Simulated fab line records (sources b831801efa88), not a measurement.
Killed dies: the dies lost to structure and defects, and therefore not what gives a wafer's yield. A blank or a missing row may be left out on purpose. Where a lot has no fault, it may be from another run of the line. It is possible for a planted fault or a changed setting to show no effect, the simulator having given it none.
fab line records	flow gf180mcu
[record] lots = 24	wafers = 72	last_day = 34
route steps=602 shown V1@357 V3@431 V4@480 PASSIVATION@599
lots that met no fault: from a run of the same line without faults
start_h: the number of hours between the record's first day and the start of the first shown wafer of the lot	wait_h: hours elapsed since this lot's preceding step	" repeats the value in the row above	L1.1+2: several wafers, shown together as one row	- value missing, or start not given	* or withheld: withheld	< > ~ a bound
route shown NAME@n: names a module that has steps shown in the file, with the first one's number in the route	usual: average and standard deviation across the fault-free wafers	same: alike in all rows	chamber/n: place in a boat	sites: the reading at each site	_std_site: standard deviation across them	_edge_site: the outer-site mean with the inner-site mean subtracted	radius_mm: for every site, how far away it sits from the centre of the wafer	mask NAME#n: copy n	behind: tool/chamber where the wafer was last shaped	hold: what put the lot on hold/how long, in hours/how the hold closed	device: the n, p or np transistor that did not switch	end of line: the route-end tests of the same wafers	a step with no rows: only its recipe	killed: dies lost to structure and defects at the first sort, not the wafer's yield	map: dies across one wafer; x = killed, . = not, _ = none there
set.NAME: the run value of the setting; set.NAME@STEP: its run value at that earlier step	model.NAME: the simulator's own value behind a step, which no gauge read
one table for each step of the route and one row for each wafer, over a sample of lots
services: from which hour (start_h, from the record's first day; less than 0 if before it) a tool's chamber was out of use, for how many hours, and why
[[steps]]
[step GF_V1_SPUTTER_22]
[recipe] material = TiN	target_thk_nm = 10	chamber_pressure_pa = 5	power_w = 4000	time_s = 40
[usual] throttle_valve_pct = 29.9/1
lot.wafer	tool	chamber	start_h	wait_h	throttle_valve_pct
L074.4	pvd_sputter-03	-	419.25	0.0	31.5
L074.5	"	-	"	"	30.2
L074.6	"	-	"	"	31.7
L075.3	pvd_sputter-01	-	421.68	0.0	30.8
L075.4	"	-	"	"	30.1
L075.5	"	-	"	"	31.0
L077.3	pvd_sputter-03	-	446.25	0.0	30.0
L077.4	"	-	"	"	29.6
L077.6	"	-	"	"	31.8
L076.2	pvd_sputter-01	-	447.18	0.0	29.0
L076.4	"	-	"	"	30.8
L076.5	"	-	"	"	30.0
L078.3	pvd_sputter-02	-	449.61	0.0	29.5
L078.5	"	-	"	"	27.6
L078.6	"	-	"	"	29.8
L079.3	pvd_sputter-02	-	468.81	0.0	27.8
L079.5	"	-	"	"	31.9
L079.6	"	-	"	"	29.4
L080.1	pvd_sputter-03	-	469.50	0.0	29.4
L080.3	"	-	"	"	29.8
L080.6	"	-	"	"	29.5
L081.2	pvd_sputter-01	-	480.80	0.0	30.1
L081.3	"	-	"	"	30.1
L081.6	"	-	"	"	30.1
L082.3	pvd_sputter-02	-	486.61	0.0	32.2
L082.4	"	-	"	"	27.8
L082.6	"	-	"	"	32.0
L083.3	pvd_sputter-01	-	494.26	0.0	29.9
L083.4	"	-	"	"	28.9
L083.5	"	-	"	"	28.9
L084.1	pvd_sputter-02	-	500.01	0.0	32.0
L084.5	"	-	"	"	27.8
L084.6	"	-	"	"	29.4
L085.1	pvd_sputter-01	-	514.48	0.0	29.7
L085.4	"	-	"	"	28.7
L085.6	"	-	"	"	29.9
L086.1	pvd_sputter-03	-	516.81	0.0	29.8
L086.4	"	-	"	"	31.5
L086.5	"	-	"	"	29.6
L087.2	pvd_sputter-02	-	530.71	0.0	28.9
L087.3	"	-	"	"	31.8
L087.4	"	-	"	"	29.4
L088.1	pvd_sputter-03	-	537.45	0.0	29.6
L088.2	"	-	"	"	29.9
L088.3	"	-	"	"	31.5
L089.2	pvd_sputter-03	-	540.80	0.0	30.1
L089.3	"	-	"	"	31.6
L089.4	"	-	"	"	29.7
L090.3	pvd_sputter-01	-	550.57	0.0	30.2
L090.4	"	-	"	"	28.8
L090.5	"	-	"	"	30.1
L091.1	pvd_sputter-03	-	558.75	0.0	29.9
L091.2	"	-	"	"	29.5
L091.4	"	-	"	"	31.3
L092.2	pvd_sputter-01	-	570.93	0.0	31.1
L092.4	"	-	"	"	30.0
L092.6	"	-	"	"	30.1
L093.1	pvd_sputter-02	-	575.28	0.0	32.4
L093.4	"	-	"	"	27.8
L093.5	"	-	"	"	29.1
L094.2	pvd_sputter-03	-	585.04	0.0	29.5
L094.4	"	-	"	"	31.4
L094.5	"	-	"	"	29.7
L095.2	pvd_sputter-01	-	592.85	0.0	29.0
L095.4	"	-	"	"	30.1
L095.5	"	-	"	"	30.0
L096.3	pvd_sputter-01	-	597.34	0.0	30.0
L096.4	"	-	"	"	29.0
L096.6	"	-	"	"	28.5
L097.1	pvd_sputter-03	-	605.63	0.0	30.1
L097.3	"	-	"	"	30.1
L097.4	"	-	"	"	29.6
[step GF_V3_CVD_02]
[recipe] material = SiO2	target_thk_nm = 850	precursor = TEOS	temp_c = 400	time_s = 94.851	rf_w = 600
[usual] heater_power_w = 645/120	rf_fwd_power_W = 595.5/2.1
lot.wafer	tool	chamber	start_h	wait_h	heater_power_w	rf_fwd_power_W
L074.4	pecvd-01	0	496.97	0.1	663	592.5
L074.5	"	1	"	"	536	591.6
L074.6	"	2	"	"	522	596.4
L075.3	pecvd-04	2	499.50	0.0	902	594.3
L075.4	"	2	"	"	1010	596.4
L075.5	"	1	"	"	673	599.1
L077.3	pecvd-04	0	523.35	0.0	737	594.8
L077.4	"	0	"	"	591	596.2
L077.6	"	2	"	"	884	596.0
L076.2	pecvd-03	1	523.98	0.0	545	592.2
L076.4	"	1	"	"	589	591.1
L076.5	"	0	"	"	525	595.6
L078.3	pecvd-03	2	526.14	0.0	705	595.5
L078.5	"	0	"	"	615	592.8
L078.6	"	1	"	"	515	597.2
L079.3	pecvd-04	0	542.86	0.0	594	592.1
L079.5	"	0	"	"	645	591.8
L079.6	"	2	"	"	1004	595.2
L080.1	pecvd-03	1	545.05	0.1	642	595.9
L080.3	"	2	"	"	710	595.8
L080.6	"	1	"	"	505	596.8
L081.2	pecvd-03	2	556.10	0.0	591	595.9
L081.3	"	1	"	"	563	595.6
L081.6	"	1	"	"	602	597.0
L082.3	pecvd-03	0	560.11	0.0	552	595.5
L082.4	"	2	"	"	564	596.7
L082.6	"	0	"	"	597	592.7
L083.3	pecvd-03	1	567.66	0.0	604	593.8
L083.4	"	1	"	"	627	592.1
L083.5	"	2	"	"	568	599.5
L084.1	pecvd-03	0	573.39	0.1	652	593.7
L084.5	"	2	"	"	580	598.1
L084.6	"	1	"	"	573	594.2
L085.1	pecvd-03	2	586.64	0.1	685	595.8
L085.4	"	2	"	"	699	599.2
L085.6	"	0	"	"	533	596.8
L086.1	pecvd-01	0	589.68	0.1	661	598.9
L086.4	"	2	"	"	618	593.7
L086.5	"	0	"	"	540	597.0
L087.2	pecvd-03	2	600.37	0.0	717	595.3
L087.3	"	0	"	"	601	593.6
L087.4	"	1	"	"	497	594.3
L088.1	pecvd-04	1	608.39	0.1	649	599.5
L088.2	"	0	"	"	661	593.0
L088.3	"	2	"	"	858	594.0
L089.2	pecvd-04	2	609.94	0.0	997	593.6
L089.3	"	0	"	"	649	596.0
L089.4	"	2	"	"	826	595.4
L090.3	pecvd-04	1	619.37	0.0	676	600.0
L090.4	"	1	"	"	707	598.7
L090.5	"	2	"	"	952	595.5
L091.1	pecvd-04	0	626.50	0.1	689	594.7
L091.2	"	2	"	"	974	593.9
L091.4	"	0	"	"	703	594.7
L092.2	pecvd-01	2	638.29	0.0	604	594.9
L092.4	"	1	"	"	438	596.5
L092.6	"	2	"	"	489	594.3
L093.1	pecvd-03	0	641.95	0.1	645	593.1
L093.4	"	1	"	"	498	594.5
L093.5	"	2	"	"	571	599.0
L094.2	pecvd-01	2	650.78	0.0	529	592.4
L094.4	"	2	"	"	580	592.7
L094.5	"	0	"	"	642	598.7
L095.2	pecvd-01	0	657.44	0.0	629	597.0
L095.4	"	1	"	"	557	596.8
L095.5	"	0	"	"	641	597.8
L096.3	pecvd-03	1	662.47	0.0	634	592.6
L096.4	"	0	"	"	625	595.8
L096.6	"	2	"	"	687	596.3
L097.1	pecvd-04	1	669.22	0.1	573	597.1
L097.3	"	2	"	"	870	594.8
L097.4	"	2	"	"	947	596.5
[step GF_V3_CD_MEAS_14]
[recipe] target_cd_nm = 260
[usual] cd_nm = 260.1/1.3
lot.wafer	tool	chamber	start_h	wait_h	cd_nm
L074.4	cd_sem-01	-	521.21	0.1	259.3
L074.5	"	-	"	"	258.8
L074.6	"	-	"	"	258.6
L075.3	cd_sem-01	-	523.66	0.1	259.9
L075.4	"	-	"	"	260.7
L075.5	"	-	"	"	261.1
L077.3	cd_sem-02	-	547.01	0.1	258.7
L077.4	"	-	"	"	259.9
L077.6	"	-	"	"	259.4
L076.2	cd_sem-01	-	547.10	0.1	260.6
L076.4	"	-	"	"	261.6
L076.5	"	-	"	"	262.3
L078.3	cd_sem-01	-	549.12	0.1	257.5
L078.5	"	-	"	"	258.4
L078.6	"	-	"	"	256.8
L079.3	cd_sem-02	-	565.56	0.1	259.9
L079.5	"	-	"	"	259.1
L079.6	"	-	"	"	258.0
L080.1	cd_sem-02	-	568.10	0.1	259.5
L080.3	"	-	"	"	258.8
L080.6	"	-	"	"	259.2
L081.2	cd_sem-01	-	578.45	0.1	260.2
L081.3	"	-	"	"	260.3
L081.6	"	-	"	"	260.4
L082.3	cd_sem-02	-	583.21	0.1	257.0
L082.4	"	-	"	"	257.5
L082.6	"	-	"	"	258.6
L083.3	cd_sem-01	-	589.97	0.1	258.3
L083.4	"	-	"	"	260.0
L083.5	"	-	"	"	259.4
L084.1	cd_sem-01	-	595.07	0.1	259.2
L084.5	"	-	"	"	260.0
L084.6	"	-	"	"	260.2
L085.1	cd_sem-01	-	607.85	0.1	260.7
L085.4	"	-	"	"	260.1
L085.6	"	-	"	"	261.3
L086.1	cd_sem-02	-	610.60	0.1	261.8
L086.4	"	-	"	"	261.9
L086.5	"	-	"	"	261.8
L087.2	cd_sem-02	-	621.77	0.1	257.7
L087.3	"	-	"	"	260.6
L087.4	"	-	"	"	260.0
L088.1	cd_sem-02	-	629.77	0.1	261.1
L088.2	"	-	"	"	260.8
L088.3	"	-	"	"	262.0
L089.2	cd_sem-02	-	630.97	0.1	259.9
L089.3	"	-	"	"	259.7
L089.4	"	-	"	"	261.4
L090.3	cd_sem-01	-	640.14	0.1	261.9
L090.4	"	-	"	"	261.9
L090.5	"	-	"	"	260.4
L091.1	cd_sem-01	-	646.85	0.1	261.9
L091.2	"	-	"	"	262.6
L091.4	"	-	"	"	262.2
L092.2	cd_sem-01	-	659.04	0.1	259.0
L092.4	"	-	"	"	259.1
L092.6	"	-	"	"	259.2
L093.1	cd_sem-01	-	661.97	0.1	260.4
L093.4	"	-	"	"	258.2
L093.5	"	-	"	"	260.8
L094.2	cd_sem-02	-	670.44	0.1	261.7
L094.4	"	-	"	"	260.2
L094.5	"	-	"	"	261.4
L095.2	cd_sem-01	-	677.85	0.1	260.9
L095.4	"	-	"	"	259.8
L095.5	"	-	"	"	260.6
L096.3	cd_sem-01	-	682.46	0.1	261.3
L096.4	"	-	"	"	260.4
L096.6	"	-	"	"	260.7
L097.1	cd_sem-01	-	688.80	0.1	259.3
L097.3	"	-	"	"	259.3
L097.4	"	-	"	"	259.6
[step GF_V3_SPUTTER_22]
[recipe] material = TiN	target_thk_nm = 10	chamber_pressure_pa = 5	power_w = 4000	time_s = 40
[usual] throttle_valve_pct = 29.9/1.2
lot.wafer	tool	chamber	start_h	wait_h	throttle_valve_pct
L074.4	pvd_sputter-03	-	522.03	0.0	30.2
L074.5	"	-	"	"	29.9
L074.6	"	-	"	"	29.9
L075.3	pvd_sputter-02	-	524.50	0.0	31.9
L075.4	"	-	"	"	29.6
L075.5	"	-	"	"	32.3
L077.3	pvd_sputter-03	-	547.85	0.0	29.6
L077.4	"	-	"	"	29.8
L077.6	"	-	"	"	30.1
L076.2	pvd_sputter-02	-	548.03	0.0	32.3
L076.4	"	-	"	"	28.0
L076.5	"	-	"	"	27.8
L078.3	pvd_sputter-02	-	549.96	0.0	29.0
L078.5	"	-	"	"	28.9
L078.6	"	-	"	"	27.8
L079.3	pvd_sputter-01	-	566.44	0.0	28.7
L079.5	"	-	"	"	30.1
L079.6	"	-	"	"	30.9
L080.1	pvd_sputter-03	-	569.01	0.0	29.6
L080.3	"	-	"	"	30.2
L080.6	"	-	"	"	30.2
L081.2	pvd_sputter-03	-	579.34	0.0	29.3
L081.3	"	-	"	"	31.8
L081.6	"	-	"	"	31.5
L082.3	pvd_sputter-01	-	584.05	0.0	30.8
L082.4	"	-	"	"	30.1
L082.6	"	-	"	"	28.6
L083.3	pvd_sputter-02	-	590.84	0.0	29.0
L083.4	"	-	"	"	29.4
L083.5	"	-	"	"	29.6
L084.1	pvd_sputter-02	-	595.95	0.0	27.6
L084.5	"	-	"	"	31.8
L084.6	"	-	"	"	27.8
L085.1	pvd_sputter-03	-	608.73	0.0	30.2
L085.4	"	-	"	"	29.7
L085.6	"	-	"	"	29.5
L086.1	pvd_sputter-03	-	611.49	0.0	29.7
L086.4	"	-	"	"	31.7
L086.5	"	-	"	"	31.8
L087.2	pvd_sputter-02	-	622.66	0.0	27.8
L087.3	"	-	"	"	32.2
L087.4	"	-	"	"	29.7
L088.1	pvd_sputter-02	-	630.65	0.0	27.7
L088.2	"	-	"	"	29.8
L088.3	"	-	"	"	28.9
L089.2	pvd_sputter-03	-	631.85	0.0	29.6
L089.3	"	-	"	"	30.2
L089.4	"	-	"	"	31.5
L090.3	pvd_sputter-02	-	640.99	0.0	29.6
L090.4	"	-	"	"	29.1
L090.5	"	-	"	"	27.8
L091.1	pvd_sputter-01	-	647.76	0.0	30.1
L091.2	"	-	"	"	30.9
L091.4	"	-	"	"	29.1
L092.2	pvd_sputter-03	-	659.90	0.0	29.8
L092.4	"	-	"	"	29.7
L092.6	"	-	"	"	29.5
L093.1	pvd_sputter-01	-	662.88	0.0	31.0
L093.4	"	-	"	"	31.1
L093.5	"	-	"	"	29.9
L094.2	pvd_sputter-01	-	671.34	0.0	30.6
L094.4	"	-	"	"	31.0
L094.5	"	-	"	"	30.1
L095.2	pvd_sputter-03	-	678.74	0.0	30.2
L095.4	"	-	"	"	29.7
L095.5	"	-	"	"	29.4
L096.3	pvd_sputter-02	-	683.30	0.0	31.8
L096.4	"	-	"	"	27.8
L096.6	"	-	"	"	32.0
L097.1	pvd_sputter-02	-	689.68	0.0	29.5
L097.3	"	-	"	"	27.8
L097.4	"	-	"	"	29.2
[step GF_V4_CMP_04]
[recipe] material = SiO2	down_force_psi = 4	platen_rpm = 60	pad_velocity_m_s = 0.94248
[usual] motor_current_A = 11.7/0.6	time_to_endpoint_s = 80/5.3
lot.wafer	tool	chamber	start_h	wait_h	motor_current_A	time_to_endpoint_s
L074.4	cmp-01	2	547.13	0.1	12.3	75
L074.6	"	0	"	"	11.8	89
L074.5	"	1	"	"	11.0	84
L075.4	cmp-01	3	548.78	0.3	11.9	86
L075.3	"	2	"	"	11.9	72
L075.5	"	3	"	"	12.1	78
L077.3	cmp-01	2	571.62	0.2	11.5	70
L077.4	"	3	"	"	12.3	80
L077.6	"	1	"	"	10.4	86
L076.2	cmp-02	1	572.05	0.0	11.1	77
L076.4	"	3	"	"	11.4	78
L076.5	"	1	"	"	11.6	79
L078.3	cmp-02	3	574.82	0.0	11.7	75
L078.5	"	3	"	"	11.0	78
L078.6	"	0	"	"	11.4	86
L079.3	cmp-01	3	590.12	0.0	11.9	76
L079.6	"	3	"	"	11.9	77
L079.5	"	0	"	"	12.0	82
L080.3	cmp-01	1	592.54	0.1	11.5	80
L080.1	"	2	"	"	11.7	75
L080.6	"	3	"	"	11.7	78
L081.3	cmp-01	3	602.46	0.0	11.9	81
L081.2	"	0	"	"	12.3	87
L081.6	"	3	"	"	12.0	83
L082.4	cmp-01	2	607.48	0.0	11.9	77
L082.3	"	0	"	"	12.2	81
L082.6	"	2	"	"	11.9	72
L083.3	cmp-01	2	613.69	0.1	11.9	73
L083.4	"	0	"	"	12.4	91
L083.5	"	2	"	"	11.5	78
L084.1	cmp-02	1	618.36	0.4	12.3	73
L084.5	"	2	"	"	11.2	80
L084.6	"	3	"	"	11.7	77
L085.4	cmp-01	3	631.67	0.1	12.8	81
L085.1	"	0	"	"	12.4	84
L085.6	"	2	"	"	11.2	82
L086.4	cmp-01	0	634.61	0.2	12.8	96
L086.1	"	1	"	"	10.6	81
L086.5	"	0	"	"	12.7	92
L087.4	cmp-01	0	644.30	0.0	12.1	82
L087.2	"	1	"	"	10.1	78
L087.3	"	2	"	"	12.3	83
L088.2	cmp-02	1	651.53	0.0	11.8	78
L088.3	"	2	"	"	11.9	80
L088.1	"	0	"	"	11.5	80
L089.4	cmp-01	2	653.37	0.1	11.8	82
L089.3	"	3	"	"	11.9	78
L089.2	"	0	"	"	12.5	77
L090.3	cmp-02	2	661.98	0.1	12.1	80
L090.4	"	0	"	"	11.5	88
L090.5	"	2	"	"	11.8	79
L091.4	cmp-02	3	669.10	0.0	11.3	83
L091.2	"	0	"	"	12.1	81
L091.1	"	1	"	"	11.5	80
L092.4	cmp-02	2	681.42	0.1	12.1	72
L092.2	"	3	"	"	11.7	66
L092.6	"	0	"	"	11.8	73
L093.4	cmp-01	3	684.26	0.1	12.3	80
L093.1	"	1	"	"	11.2	79
L093.5	"	3	"	"	12.4	79
L094.2	cmp-01	1	692.52	0.0	10.6	77
L094.4	"	3	"	"	12.3	77
L094.5	"	1	"	"	11.2	89
L095.2	cmp-01	3	699.78	0.1	11.9	75
L095.4	"	0	"	"	12.6	87
L095.5	"	3	"	"	12.5	79
L096.3	cmp-02	3	704.45	0.0	11.1	76
L096.4	"	0	"	"	11.6	85
L096.6	"	0	"	"	11.1	85
L097.1	cmp-02	2	709.76	0.1	12.0	79
L097.4	"	3	"	"	11.0	74
L097.3	"	0	"	"	11.5	81
[step GF_PASSIVATION_STRIP_12]
[recipe] chemistry = O2/N2	power_w = 1400	pressure_mtorr = 1500	platen_temp_c = 250	o2_flow_sccm = 3000	n2_flow_sccm = 300	overash_fraction = 0.5
[usual] drypump_motor_current_A = 5.7/0.46	heater_power_w = 357/18	oes_product_au = 0.720/0.0044	strip_time_to_endpoint_s = 34.67/0.23
lot.wafer	tool	chamber	start_h	wait_h	drypump_motor_current_A	heater_power_w	oes_product_au	rf_hours_counter_h	strip_time_to_endpoint_s
L074.4	plasma_asher-04	1	678.47	0.2	5.7	400	0.714	-	34.58
L074.5	"	0	"	"	4.8	336	0.717	-	34.44
L074.6	"	1	"	"	5.7	383	0.716	-	34.45
L075.3	plasma_asher-03	0	680.42	0.2	5.8	345	0.726	-	34.51
L075.4	"	1	"	"	5.9	357	0.718	-	34.33
L075.5	"	0	"	"	5.8	346	0.714	-	34.73
L077.3	plasma_asher-04	1	699.87	0.2	5.7	382	0.720	-	34.43
L077.4	"	0	"	"	4.8	321	0.725	-	35.00
L077.6	"	1	"	"	5.7	396	0.724	-	34.81
L076.2	plasma_asher-04	1	700.44	0.1	5.7	387	0.714	95	34.90
L076.4	"	0	"	"	4.8	339	0.718	-	35.03
L076.5	"	1	"	"	5.7	388	0.721	-	34.71
L078.3	plasma_asher-02	1	701.70	0.2	5.6	352	0.715	-	34.67
L078.5	"	1	"	"	5.6	365	0.713	-	34.79
L078.6	"	0	"	"	6.3	371	0.718	-	34.79
L079.3	plasma_asher-04	1	715.72	0.2	5.7	381	0.720	-	34.90
L079.5	"	0	"	"	4.8	334	0.722	-	34.81
L079.6	"	1	"	"	5.7	382	0.716	-	34.78
L080.1	plasma_asher-02	0	716.57	0.1	6.3	367	0.718	34	34.32
L080.3	"	1	"	"	5.6	350	0.723	-	34.60
L080.6	"	1	"	"	5.6	359	0.724	-	34.56
L081.2	plasma_asher-02	0	725.22	0.1	6.3	356	0.718	35	34.62
L081.3	"	0	"	"	6.3	371	0.718	-	34.93
L081.6	"	0	"	"	6.2	361	0.717	-	34.93
L082.3	plasma_asher-03	0	729.50	0.2	5.8	343	0.725	-	34.50
L082.4	"	1	"	"	5.9	350	0.719	-	34.49
L082.6	"	0	"	"	5.8	344	0.713	-	34.49
L083.3	plasma_asher-04	1	735.82	0.2	5.7	399	0.719	-	35.02
L083.4	"	0	"	"	4.8	333	0.722	-	34.42
L083.5	"	0	"	"	4.8	337	0.714	-	34.63
L084.1	plasma_asher-04	1	739.49	0.1	5.7	393	0.729	98	35.22
L084.5	"	1	"	"	5.7	392	0.728	-	35.14
L084.6	"	0	"	"	4.8	332	0.719	-	34.69
L085.1	plasma_asher-03	1	748.99	0.1	5.9	358	0.719	64	34.47
L085.4	"	1	"	"	5.9	350	0.735	-	34.65
L085.6	"	0	"	"	5.8	343	0.717	-	34.59
L086.1	plasma_asher-02	0	753.29	0.1	6.2	362	0.716	38	34.72
L086.4	"	1	"	"	5.6	350	0.719	-	35.12
L086.5	"	1	"	"	5.6	366	0.716	-	35.11
L087.2	plasma_asher-02	1	761.14	0.1	5.6	350	0.724	39	35.27
L087.3	"	1	"	"	5.6	344	0.727	-	35.09
L087.4	"	0	"	"	6.3	359	0.721	-	34.79
L088.1	plasma_asher-02	0	765.13	0.1	6.3	368	0.723	40	34.80
L088.2	"	1	"	"	5.6	358	0.721	40	34.96
L088.3	"	1	"	"	5.6	348	0.711	-	34.50
L089.2	plasma_asher-02	1	767.72	0.1	5.6	355	0.720	40	34.41
L089.3	"	1	"	"	5.6	346	0.721	-	34.34
L089.4	"	0	"	"	6.2	374	0.720	-	34.69
L090.3	plasma_asher-02	0	776.32	0.2	6.2	361	0.715	-	34.53
L090.4	"	1	"	"	5.6	350	0.718	-	34.88
L090.5	"	0	"	"	6.2	368	0.716	-	34.43
L091.1	plasma_asher-02	0	780.84	0.1	6.3	374	0.727	42	34.52
L091.2	"	1	"	"	5.6	351	0.723	42	34.97
L091.4	"	0	"	"	6.2	362	0.721	-	34.44
L092.2	plasma_asher-04	0	791.33	0.1	4.8	333	0.725	104	34.31
L092.4	"	1	"	"	5.7	391	0.718	-	34.47
L092.6	"	0	"	"	4.8	335	0.715	-	34.60
L093.1	plasma_asher-02	1	794.78	0.1	5.6	353	0.716	43	34.79
L093.4	"	1	"	"	5.6	348	0.722	-	34.62
L093.5	"	1	"	"	5.6	351	0.727	-	34.91
L094.2	plasma_asher-03	1	799.18	0.1	5.9	350	0.726	70	34.84
L094.4	"	1	"	"	5.9	355	0.720	-	34.73
L094.5	"	0	"	"	5.8	346	0.716	-	34.98
L095.2	plasma_asher-02	1	806.13	0.1	5.6	351	0.721	44	34.28
L095.4	"	1	"	"	5.6	354	0.725	-	34.55
L095.5	"	0	"	"	6.3	357	0.729	-	34.27
L096.3	plasma_asher-04	1	809.72	0.2	5.7	392	0.718	-	34.98
L096.4	"	0	"	"	4.8	334	0.714	-	34.90
L096.6	"	1	"	"	5.7	385	0.717	-	34.79
L097.1	plasma_asher-03	1	814.28	0.1	5.9	341	0.723	71	34.61
L097.3	"	1	"	"	5.9	344	0.712	-	34.40
L097.4	"	0	"	"	5.8	344	0.727	-	34.29
[[services]]
tool	chamber	start_h	hours	kind
pvd_sputter-03	-	396.16	0.6	repair
cmp-01	-	411.79	8.7	repair
plasma_asher-02	-	421.25	9.0	pm
pvd_sputter-02	-	455.34	1.2	repair
pvd_sputter-02	-	472.70	2.2	repair
cmp-01	-	507.58	0.9	repair
cmp-01	-	528.97	4.6	pm
pvd_sputter-02	-	538.50	0.5	repair
cmp-01	-	572.30	4.0	pm
pvd_sputter-03	-	573.85	4.6	repair
pvd_sputter-02	-	577.26	9.2	repair
cmp-01	-	583.38	2.4	repair
pecvd-03	-	588.66	2.8	pm
pvd_sputter-01	-	589.15	3.4	repair
pvd_sputter-03	-	612.79	1.5	repair
pvd_sputter-01	-	650.97	0.6	repair
cmp-01	-	657.37	0.6	repair
pvd_sputter-03	-	680.38	3.9	repair
cmp-01	-	714.34	1.8	repair
cmp-01	-	719.58	7.2	pm
pvd_sputter-02	-	737.25	0.8	repair
pvd_sputter-02	-	769.98	22.8	repair
cmp-01	-	772.91	1.7	repair
pvd_sputter-02	-	808.18	2.5	repair
[[key]]
fault none
